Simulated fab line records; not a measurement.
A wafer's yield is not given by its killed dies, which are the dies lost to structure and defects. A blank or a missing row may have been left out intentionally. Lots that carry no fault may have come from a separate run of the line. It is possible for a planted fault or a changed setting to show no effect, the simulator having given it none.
Which tool did it? -- flow gf180mcu -- Sampling: 6 lots, 18 wafers, 3 of 602 route steps

WHAT EACH GAUGE READ, for each wafer
GF_HV_LDD_TW_MEAS_38.
lot,measured,on,HV_LDD_3_TW
L962,day 12 01:33,filmMetro-04,1439 1439 1440
L965,day 13 03:00,filmMetro-01,1436 1433 1441
L967,day 14 03:08,filmMetro-02,1436 1432 1431
L971,day 15 00:22,filmMetro-02,1321 1315 1323 1320 1316 1321
L979,day 17 19:58,filmMetro-01,1426 1430 1428
L984,day 19 17:22,filmMetro-02,1435 1438 1445

WHICH TOOL RAN EACH LOT (tool, then ch and the chambers of the sampled wafers, then the start)
lot,GF_VT_IMPLANT_RTA_45,GF_HV_LDD_IMPLANT_35
L962,"rtpAnneal-01 ch 0, day 7 20:30","implanter-03 ch 0, day 12 01:10"
L965,"rtpAnneal-01 ch 0, day 8 20:28","implanter-03 ch 0, day 13 02:37"
L967,"rtpAnneal-01 ch 0, day 9 13:08","implanter-04 ch 0, day 14 02:44"
L971,"rtpAnneal-01 ch 0, day 10 10:47","implanter-03 ch 0, day 14 23:58"
L979,"rtpAnneal-01 ch 0, day 12 18:02","implanter-04 ch 0, day 17 19:34"
L984,"rtpAnneal-02 ch 0, day 14 04:41","implanter-02 ch 0, day 19 16:58"
- GF_VT_IMPLANT_RTA_45: time 30 s.
- GF_HV_LDD_IMPLANT_35

THE ANSWER, worked out from the rows above alone
Rule: usual is defined by the lots themselves. Put in order of their means at a reading, lots are off if they are a third of the lots or fewer, leave a main group of 4 or more, and stand apart from it by a gap of 3 or more times the standard deviation of the main group's means; of several such gaps the widest counts. Not used: any main group whose means are identical at the precision the tables above print for the reading. Also off: a lot with no number at a reading for which 4 or more lots have one. Where the step has rows for the other lots, those lots are counted as sound.
Off: L971, seen at GF_HV_LDD_TW_MEAS_38 (HV_LDD_3_TW). Main group: mean 1435, sd 4.3.
A tool fits if, at a process step before that reading, it ran every lot that is off, and no sound lot after the first of them. The gauges at GF_HV_LDD_TW_MEAS_38 are tried like those tools. One fits: implanter-03 at GF_HV_LDD_IMPLANT_35. Its last sound lot is L965 (day 13 02:37), its first lot that is off L971 (day 14 23:58): a fault that began between those two fits.

WHAT HAD BEEN PUT IN BY THE SIMULATOR
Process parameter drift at GF_HV_LDD_IMPLANT_35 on implanter-03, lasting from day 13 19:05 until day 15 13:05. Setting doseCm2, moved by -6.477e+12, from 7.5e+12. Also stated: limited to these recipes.
Shown lots that were struck: L971. The same result came from the rule above.
